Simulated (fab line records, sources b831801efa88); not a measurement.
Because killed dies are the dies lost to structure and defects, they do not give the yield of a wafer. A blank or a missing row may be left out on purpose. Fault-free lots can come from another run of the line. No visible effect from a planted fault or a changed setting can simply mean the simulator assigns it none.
Chamber matching | flow sky130 | 4 sister chambers for SKY_METAL3_ETCH_17 on rie-diel-01
The step etches SiO2 in C4F8/O2/Ar, stops on TiN, time 3.9 s, target depth 15 nm. 14 wafers are shown with their chamber, then 7 later ones without.

WAFERS PAIRED WITH THEIR CHAMBERS
wafer  | chamber | oes-product-au (a.u.)
L319.3 | 0       | 0.743
L319.5 | 1       | 0.747
L319.6 | 0       | 0.756
L328.1 | 3       | 0.741
L328.3 | 0       | 0.755
L328.4 | 1       | 0.761
L329.1 | 2       | 0.749
L329.3 | 1       | 0.757
L329.6 | 3       | 0.754
L331.1 | 3       | 0.751
L331.4 | 1       | 0.753
L331.5 | 1       | 0.760
L334.1 | 3       | 0.758
L334.3 | 2       | 0.741

SIGNATURES, as means of the wafers listed above
reading        | chamber 0 | chamber 1 | chamber 2 | chamber 3 | scatter within a chamber
oes-product-au | 0.75133   | 0.75560   | 0.74500   | 0.75100   | 0.00653
Rule: a wafer lies at a distance from a chamber equal to the root of the sum of squares, over the readings, of (its reading less the chamber's mean, divided by the reading's scatter). The wafer belongs to the nearest chamber; if the next one is less than 2 further off, it can't be placed. The scatter: the root of (the sum of the squares of (reading less its chamber's mean) over the shown wafers, divided by (wafers less chambers)).

WAFERS WHOSE CHAMBER IS MISSING
wafer  | oes-product-au (a.u.)
L334.5 | 0.762
L338.3 | 0.751
L338.4 | 0.750
L338.5 | 0.762
L339.1 | 0.757
L339.4 | 0.757
L339.5 | 0.760

EACH ONE'S CHAMBER
wafer  | from the rows above               | in truth
L334.5 | can't be placed: 1 or 0 or 3 or 2 | 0
L338.3 | can't be placed: 3 or 0 or 1 or 2 | 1
L338.4 | can't be placed: 3 or 0 or 2 or 1 | 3
L338.5 | can't be placed: 1 or 0 or 3 or 2 | 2
L339.1 | can't be placed: 1 or 0 or 3 or 2 | 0
L339.4 | can't be placed: 1 or 0 or 3 or 2 | 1
L339.5 | can't be placed: 1 or 0 or 3 or 2 | 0
Correctly placed: 0 of 7. Can't be placed from these rows: 7 (the true chamber is among the candidates in 7). Placed wrongly: 0.
